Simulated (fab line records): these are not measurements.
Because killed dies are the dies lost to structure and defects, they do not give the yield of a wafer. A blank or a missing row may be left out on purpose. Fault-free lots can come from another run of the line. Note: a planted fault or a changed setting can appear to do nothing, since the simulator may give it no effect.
fab line records + flow sky130
record:
- lots: 13
- wafers: 38
- last_day: 50
route steps=708 shown VIA3@586 METAL4@628
lots that met no fault: taken from a fault-free run of the same line
start_h: hours from the record's opening day to when the first of the lot's shown wafers began + wait_h: hours from the lot's prior step to this one + " as in the row above + L1.1+2: a row that stands for several wafers + - no value, or no start given + * or withheld: withheld + < > ~ a bound
route shown NAME@n: NAME is a module with steps in the file, n the number in the route of the first one + usual: mean and standard deviation over wafers with no fault + same: alike in all rows + chamber/n: place in a boat + sites: the reading at each site + _std_site: their standard deviation + _edge_site: the outer-site mean with the inner-site mean subtracted + radius_mm: how far each site lies from the wafer's centre + mask NAME#n: copy n + behind: the tool/chamber that last shaped the wafer + hold: why the lot was held/for how many hours/how that ended + device: names the non-switching transistor (n, p or np) + end of line: the route-end tests of the same wafers + where a step has no rows: the recipe by itself + killed: dies lost to structure and defects at the first sort, not the wafer's yield + map: dies across one wafer; x = killed, . = not, _ = none there
set.NAME: setting as actually run; set.NAME@STEP: the setting as run at that earlier step + model.NAME: the simulator's own value behind a step, which no gauge read
a sample of lots followed through the steps of the route, with each step as a table and each wafer as a row
services: the hour from which a tool's chamber was out of use, counted from the record's first day as start_h (under 0 if before that day), plus the number of hours and why
== steps ==
step: SKY_VIA3_OVL_MEAS_13
usual:
- VIA3_OVL: 2/6.1
| lot.wafer | tool       | chamber | start_h | wait_h | VIA3_OVL[nm] |
|-----------|------------|---------|---------|--------|--------------|
| L492.2    | overlay-02 | -       | 932.34  | 0.1    | 10           |
| L492.4    | "          | -       | "       | "      | 7            |
| L492.5    | "          | -       | "       | "      | 17           |
| L493.1    | overlay-02 | -       | 937.58  | 0.1    | -2           |
| L493.2    | "          | -       | "       | "      | 1            |
| L493.6    | "          | -       | "       | "      | -3           |
| L495.1    | overlay-01 | -       | 947.03  | 0.1    | 14           |
| L495.4    | "          | -       | "       | "      | 14           |
| L495.6    | "          | -       | "       | "      | 5            |
| L496.2    | overlay-01 | -       | 960.54  | 0.1    | -1           |
| L496.3    | "          | -       | "       | "      | 5            |
| L496.4    | "          | -       | "       | "      | 3            |
| L498.1    | overlay-01 | -       | 982.38  | 0.1    | 7            |
| L498.4    | "          | -       | "       | "      | 0            |
| L498.6    | "          | -       | "       | "      | 5            |
| L499.1    | overlay-01 | -       | 992.78  | 0.1    | 7            |
| L499.4    | "          | -       | "       | "      | 5            |
| L499.6    | "          | -       | "       | "      | 7            |
| L500.1    | overlay-01 | -       | 997.78  | 0.1    | 9            |
| L500.2    | "          | -       | "       | "      | 0            |
| L500.5    | "          | -       | "       | "      | 10           |
| L504.4    | overlay-02 | -       | 1019.05 | 0.1    | -2           |
| L504.6    | "          | -       | "       | "      | -4           |
| L505.1    | overlay-02 | -       | 1021.03 | 0.1    | 0            |
| L505.5    | "          | -       | "       | "      | -1           |
| L505.6    | "          | -       | "       | "      | 7            |
| L511.3    | overlay-02 | -       | 1052.54 | 0.1    | -12          |
| L511.4    | "          | -       | "       | "      | -5           |
| L511.6    | "          | -       | "       | "      | -1           |
| L512.1    | overlay-01 | -       | 1058.88 | 0.1    | -1           |
| L512.4    | "          | -       | "       | "      | 4            |
| L512.5    | "          | -       | "       | "      | -1           |
| L514.2    | overlay-01 | -       | 1074.54 | 0.1    | 3            |
| L514.4    | "          | -       | "       | "      | 0            |
| L514.5    | "          | -       | "       | "      | -4           |
| L515.1    | overlay-01 | -       | 1077.63 | 0.1    | 3            |
| L515.3    | "          | -       | "       | "      | -2           |
| L515.6    | "          | -       | "       | "      | 4            |
step: SKY_VIA3_CVD_21
recipe:
- material: W
- target_thk_nm: 390
- time_s: 117.31
- temp_c: 400
- pressure_torr: 40
usual:
- heater_power_w: 831/75
same:
- time_s: 117.31
| lot.wafer | tool     | chamber | start_h | wait_h | heater_power_w | since_wet_clean_h |
|-----------|----------|---------|---------|--------|----------------|-------------------|
| L492.2    | cvd_w-02 | 0       | 933.12  | 0.0    | 902            | 15                |
| L492.4    | "        | 0       | "       | "      | 906            | -                 |
| L492.5    | "        | 0       | "       | "      | 873            | -                 |
| L493.1    | cvd_w-02 | 0       | 938.37  | 0.0    | 880            | 20                |
| L493.2    | "        | 1       | "       | "      | 788            | 20                |
| L493.6    | "        | 1       | "       | "      | 794            | -                 |
| L495.1    | cvd_w-01 | 0       | 947.82  | 0.0    | 718            | 544               |
| L495.4    | "        | 0       | "       | "      | 714            | -                 |
| L495.6    | "        | 1       | "       | "      | 906            | -                 |
| L496.2    | cvd_w-01 | 0       | 961.36  | 0.0    | 720            | 557               |
| L496.3    | "        | 1       | "       | "      | 891            | -                 |
| L496.4    | "        | 0       | "       | "      | 729            | -                 |
| L498.1    | cvd_w-02 | 1       | 983.23  | 0.0    | 811            | 65                |
| L498.4    | "        | 0       | "       | "      | 898            | -                 |
| L498.6    | "        | 0       | "       | "      | 906            | -                 |
| L499.1    | cvd_w-02 | 1       | 993.58  | 0.0    | 802            | 76                |
| L499.4    | "        | 0       | "       | "      | 898            | -                 |
| L499.6    | "        | 1       | "       | "      | 784            | -                 |
| L500.1    | cvd_w-01 | 1       | 998.61  | 0.0    | 918            | 595               |
| L500.2    | "        | 0       | "       | "      | 717            | 595               |
| L500.5    | "        | 1       | "       | "      | 894            | -                 |
| L504.4    | cvd_w-02 | 1       | 1019.90 | 0.1    | 798            | -                 |
| L504.6    | "        | 1       | "       | "      | 799            | -                 |
| L505.1    | cvd_w-01 | 0       | 1021.85 | 0.0    | 731            | 618               |
| L505.5    | "        | 0       | "       | "      | 720            | -                 |
| L505.6    | "        | 1       | "       | "      | 899            | -                 |
| L511.3    | cvd_w-01 | 1       | 1053.37 | 0.1    | 899            | -                 |
| L511.4    | "        | 0       | "       | "      | 710            | -                 |
| L511.6    | "        | 0       | "       | "      | 734            | -                 |
| L512.1    | cvd_w-01 | 1       | 1059.68 | 0.0    | 933            | 656               |
| L512.4    | "        | 0       | "       | "      | 719            | -                 |
| L512.5    | "        | 0       | "       | "      | 713            | -                 |
| L514.2    | cvd_w-01 | 0       | 1075.32 | 0.0    | 714            | 671               |
| L514.4    | "        | 0       | "       | "      | 709            | -                 |
| L514.5    | "        | 1       | "       | "      | 900            | -                 |
| L515.1    | cvd_w-01 | 0       | 1078.42 | 0.0    | 737            | 674               |
| L515.3    | "        | 0       | "       | "      | 725            | -                 |
| L515.6    | "        | 1       | "       | "      | 899            | -                 |
step: SKY_VIA3_THK_MEAS_23
recipe:
- thk_meas_gauge: xrf
- reads: W_of_VIA3_CVD_21
usual:
- VIA3_W_THK: 383/5.5
| lot.wafer | tool          | chamber | start_h | wait_h | VIA3_W_THK[nm] |
|-----------|---------------|---------|---------|--------|----------------|
| L492.2    | film_metro-01 | -       | 933.37  | 0.1    | 379            |
| L492.4    | "             | -       | "       | "      | 385            |
| L492.5    | "             | -       | "       | "      | 383            |
| L493.1    | film_metro-01 | -       | 938.62  | 0.1    | 380            |
| L493.2    | "             | -       | "       | "      | 379            |
| L493.6    | "             | -       | "       | "      | 381            |
| L495.1    | film_metro-04 | -       | 948.06  | 0.1    | 383            |
| L495.4    | "             | -       | "       | "      | 389            |
| L495.6    | "             | -       | "       | "      | 386            |
| L496.2    | film_metro-04 | -       | 961.62  | 0.1    | 376            |
| L496.3    | "             | -       | "       | "      | 380            |
| L496.4    | "             | -       | "       | "      | 376            |
| L498.1    | film_metro-03 | -       | 983.48  | 0.1    | 371            |
| L498.4    | "             | -       | "       | "      | 377            |
| L498.6    | "             | -       | "       | "      | 377            |
| L499.1    | film_metro-03 | -       | 993.82  | 0.1    | 379            |
| L499.4    | "             | -       | "       | "      | 381            |
| L499.6    | "             | -       | "       | "      | 381            |
| L500.1    | film_metro-03 | -       | 998.85  | 0.1    | 388            |
| L500.2    | "             | -       | "       | "      | 391            |
| L500.5    | "             | -       | "       | "      | 384            |
| L504.4    | film_metro-03 | -       | 1020.14 | 0.1    | 384            |
| L504.6    | "             | -       | "       | "      | 378            |
| L505.1    | film_metro-04 | -       | 1022.10 | 0.1    | 400            |
| L505.5    | "             | -       | "       | "      | 401            |
| L505.6    | "             | -       | "       | "      | 394            |
| L511.3    | film_metro-01 | -       | 1053.60 | 0.1    | 383            |
| L511.4    | "             | -       | "       | "      | 386            |
| L511.6    | "             | -       | "       | "      | 387            |
| L512.1    | film_metro-03 | -       | 1059.92 | 0.1    | 390            |
| L512.4    | "             | -       | "       | "      | 386            |
| L512.5    | "             | -       | "       | "      | 390            |
| L514.2    | film_metro-03 | -       | 1075.58 | 0.1    | 389            |
| L514.4    | "             | -       | "       | "      | 383            |
| L514.5    | "             | -       | "       | "      | 386            |
| L515.1    | film_metro-01 | -       | 1078.67 | 0.1    | 381            |
| L515.3    | "             | -       | "       | "      | 384            |
| L515.6    | "             | -       | "       | "      | 381            |
step: SKY_METAL4_DEVELOP_12
recipe:
- develop_time_s: 60
- resist: KrF-thick
- dev_temp_c: 21
usual:
- chill_plate_temp_C: 23.04/0.1
- develop_time_s: 60/0
- developer_temp_C: 21.00/0.086
| lot.wafer | tool           | chamber | start_h | wait_h | chill_plate_temp_C | develop_time_s | developer_temp_C |
|-----------|----------------|---------|---------|--------|--------------------|----------------|------------------|
| L492.2    | litho_track-04 | 0       | 980     | -      | 23.07              | 60             | 20.93            |
| L492.4    | "              | 0       | 981     | -      | 22.92              | 60             | 20.85            |
| L492.5    | "              | 0       | "       | "      | 22.92              | 60             | 21.03            |
| L493.1    | litho_track-03 | 0       | 987     | -      | 22.98              | 60             | 21.06            |
| L493.2    | "              | 0       | "       | "      | 23.08              | 60             | 21.05            |
| L493.6    | "              | 0       | "       | "      | 23.14              | 60             | 21.05            |
| L495.1    | litho_track-04 | 0       | 997     | -      | 23.01              | 60             | 20.84            |
| L495.4    | "              | 0       | "       | "      | 23.13              | 60             | 21.03            |
| L495.6    | "              | 0       | "       | "      | 23.15              | 60             | 21.13            |
| L496.2    | litho_track-04 | 0       | 1008    | -      | 23.06              | 60             | 21.03            |
| L496.3    | "              | 0       | "       | "      | 23.09              | 60             | 21.07            |
| L496.4    | "              | 0       | "       | "      | 23.05              | 60             | 20.99            |
| L498.1    | litho_track-03 | 0       | 1031    | -      | 23.12              | 60             | 21.05            |
| L498.4    | "              | 0       | "       | "      | 23.07              | 60             | 21.12            |
| L498.6    | "              | 0       | "       | "      | 23.14              | 60             | 20.98            |
| L499.1    | litho_track-03 | 0       | 1040    | -      | 22.90              | 60             | 21.00            |
| L499.4    | "              | 0       | "       | "      | 22.93              | 60             | 21.09            |
| L499.6    | "              | 0       | "       | "      | 22.92              | 60             | 21.21            |
| L500.1    | litho_track-04 | 0       | 1046    | -      | 23.04              | 60             | 21.01            |
| L500.2    | "              | 0       | "       | "      | 23.04              | 60             | 21.21            |
| L500.5    | "              | 0       | "       | "      | 23.26              | 60             | 21.12            |
| L504.4    | litho_track-02 | 0       | 1065    | -      | 23.09              | 60             | 20.87            |
| L504.6    | "              | 0       | "       | "      | 23.11              | 60             | 20.95            |
| L505.1    | litho_track-03 | -       | 1067    | -      | -                  | -              | -                |
| L505.5    | "              | -       | 1068    | -      | -                  | -              | -                |
| L505.6    | "              | -       | "       | "      | -                  | -              | -                |
| L511.3    | litho_track-03 | 0       | 1096    | -      | 23.03              | 60             | 21.07            |
| L511.4    | "              | 0       | "       | "      | 22.91              | 60             | 20.97            |
| L511.6    | "              | 0       | "       | "      | 22.96              | 60             | 20.89            |
| L512.1    | litho_track-04 | 0       | 1100    | -      | 23.07              | 60             | 20.88            |
| L512.4    | "              | 0       | "       | "      | 23.13              | 60             | 21.16            |
| L512.5    | "              | 0       | "       | "      | 22.87              | 60             | 20.95            |
| L514.2    | litho_track-03 | 0       | 1117    | -      | 23.02              | 60             | 21.11            |
| L514.4    | "              | 0       | "       | "      | 23.03              | 60             | 21.03            |
| L514.5    | "              | 0       | "       | "      | 22.98              | 60             | 20.97            |
| L515.1    | litho_track-03 | 0       | 1119    | -      | 23.02              | 60             | 21.00            |
| L515.3    | "              | 0       | "       | "      | 23.01              | 60             | 21.13            |
| L515.6    | "              | 0       | "       | "      | 23.01              | 60             | 20.96            |
== services ==
| tool     | chamber | start_h | hours | kind   |
|----------|---------|---------|-------|--------|
| cvd_w-02 | -       | 918.00  | 2.8   | pm     |
| cvd_w-02 | 0       | 918.00  | -     | clean  |
| cvd_w-02 | 1       | 918.00  | -     | clean  |
| cvd_w-02 | 0       | 945.88  | 14.0  | repair |
| cvd_w-01 | -       | 966.35  | 0.6   | repair |
| cvd_w-02 | 0       | 967.15  | 2.7   | repair |
| cvd_w-02 | 1       | 999.23  | 5.0   | repair |
| cvd_w-01 | -       | 1054.02 | 1.3   | repair |
| cvd_w-01 | 0       | 1062.37 | 4.0   | repair |
== key ==
first_sign:
- step: SKY_METAL4_DEVELOP_12
- reading: tool_record
- direction: missing
effect none on later readings
met_at SKY_METAL4_DEVELOP_12
struck_lots L505
later_rows_left_out L505.1,L505.5,L505.6
sort_left_out L505.1,L505.5,L505.6
not_acting_at SKY_VIA3_OVL_MEAS_13,SKY_VIA3_CVD_21,SKY_VIA3_THK_MEAS_23
onset_between 1046 1067
fault:
- kind: skipped_step_whole
- tool: litho_track-03,litho_track-04
- chamber: -
- onset_h: 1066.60
- steps: SKY_METAL4_DEVELOP_12
- scope: struck_lots_only
sort_left_out: the simulated sort isn't trusted on such a fault, so these wafers' sort isn't shown, and their yield isn't known
later_rows_left_out: the simulator's readings of these wafers behind a module that went badly wrong aren't trusted and aren't shown, but for the sort
